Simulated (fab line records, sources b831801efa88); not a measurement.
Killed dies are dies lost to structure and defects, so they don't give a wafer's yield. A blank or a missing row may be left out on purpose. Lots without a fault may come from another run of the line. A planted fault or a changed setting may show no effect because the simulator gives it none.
Chamber matching | flow gf180mcu | GF_V4_CMP_04 on cmp-02: 4 sister chambers
The step polishes SiO2. 8 wafers are shown with their chamber, then 7 later ones without.

WAFERS WITH THEIR CHAMBER
wafer  | chamber | motor_current_A (A) | time_to_endpoint_s (s)
L218.4 | 3       | 10.6                | 68
L219.1 | 1       | 14.3                | 75
L219.6 | 1       | 14.9                | 90
L220.1 | 0       | 11.2                | 76
L220.2 | 3       | 11.0                | 63
L220.4 | 2       | 11.1                | 68
L232.1 | 2       | 11.7                | 68
L232.3 | 0       | 11.6                | 76

WAFERS WITHOUT THEIR CHAMBER
wafer  | motor_current_A (A) | time_to_endpoint_s (s)
L232.4 | 14.7                | 84
L234.2 | 10.2                | 64
L234.4 | 11.2                | 67
L234.5 | 11.6                | 68
L236.3 | 11.0                | 66
L236.4 | 11.3                | 70
L236.6 | 15.6                | 77

WHICH CHAMBER EACH WENT THROUGH
wafer  | from the rows above          | in truth
L232.4 | 1                            | 1
L234.2 | can't be placed: 3 or 2      | 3
L234.4 | can't be placed: 2 or 3 or 0 | 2
L234.5 | can't be placed: 2 or 0 or 3 | 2
L236.3 | can't be placed: 3 or 2 or 0 | 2
L236.4 | can't be placed: 2 or 0 or 3 | 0
L236.6 | 1                            | 1
Placed correctly: 2 of 7. Can't be placed from these rows: 5 (the true chamber is among the candidates in 5). Placed wrongly: 0.
How it was worked out, from the rows above alone: a wafer's distance from a chamber is the root of the sum, over the readings, of the square of ((its reading less the chamber's mean) divided by the reading's scatter). The wafer belongs to the nearest chamber; if the next one is less than 2 further off, it can't be placed. A chamber's mean is the mean of its shown wafers. The scatter: the root of (the sum of the squares of (reading less its chamber's mean) over the shown wafers, divided by (wafers less chambers)).
